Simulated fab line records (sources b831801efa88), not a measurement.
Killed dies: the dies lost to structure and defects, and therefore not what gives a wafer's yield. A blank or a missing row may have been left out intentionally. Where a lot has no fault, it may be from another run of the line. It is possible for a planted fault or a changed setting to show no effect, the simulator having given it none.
Comparing a struck lot with a sound one    flow sky130    14 out of 708 route steps
Sound: the wafers L218.2, L218.3, L218.4. Wafers L214.1, L214.2, L214.4 were the ones struck. The cause is given at the end.
At each step with rows: each side's tool, then ch and its chambers, then its first start. Under that, the readings that differ: sound wafers    struck wafers    difference of the means    sigmas: that difference in standard deviations of wafers without a fault.
alike: same words and numbers on both sides, and readings whose means sit less than 2 such deviations apart. not compared: any withheld reading, any reading some wafer has no value for, any bound like >300 that may hide the same value, and any number with overlapping values for which the record gives no deviation.
A row with sigmas, a row that says differs or no value, or rows on one side alone: a step with any of these is where the two part. Numbers that don't overlap but have no deviation are shown without sigmas and don't part them. Lack of a reading on every wafer of one side parts them only where that side has two or more wafers.

first, 4 steps without rows for these wafers: SKY_LDD_N_IMPLANT_12; SKY_LDD_N_IMPLANT_13; SKY_LDD_N_IMPLANT_14; SKY_LDD_N_IMPLANT_15.
SKY_LDD_N_STRIP_16: strips in O2/N2.
  sound on plasma_asher-02 ch 0,1, day 23 20:34; struck on plasma_asher-03 ch 0,1, day 22 15:03
  alike: drypump_motor_current_A, oes_product_au, strip_time_to_endpoint_s
  not compared: rf_hours_counter_h
SKY_LDD_N_TW_MEAS_17:
  sound on film_metro-04 at day 23 20:41; struck on film_metro-02 at day 22 15:09
  alike: LDD_N_TW
then, 6 steps without rows for these wafers: SKY_LDD_P_DEHYDRATE_00 (time 60 s); SKY_LDD_P_HMDS_01 (prime time 60 s); SKY_LDD_P_COAT_02 (resist thk 1140 nm); SKY_LDD_P_SOFTBAKE_03 (time 60 s); SKY_LDD_P_EXPOSE_04 (exposes mask PSDM, target cd 380 nm); SKY_LDD_P_PEB_05.
SKY_LDD_P_DEVELOP_06: develop time 60 s.
  sound on litho_track-01 ch 0, day 25 02:26; struck on litho_track-04, day 23 20:38
  no value came back on the struck wafers for chill_plate_temp_C (C), develop_time_s (s), resist_line_temp_C (C); on the sound wafers chill_plate_temp_C (C) reads 23.15 23.13 22.97
SKY_LDD_P_CD_MEAS_07 targets a cd of 380 nm.
  sound on cd_sem-01 at day 25 02:35; struck on cd_sem-01 at day 23 20:47
reading     sound              struck  difference                     sigmas
cd_nm (nm)  379.0 379.5 379.1  - - -   no value on the struck wafers  

WHERE THEY PART
First at SKY_LDD_P_DEVELOP_06; last, within this record, at SKY_LDD_P_CD_MEAS_07.

WHY: what had been put in by the simulator
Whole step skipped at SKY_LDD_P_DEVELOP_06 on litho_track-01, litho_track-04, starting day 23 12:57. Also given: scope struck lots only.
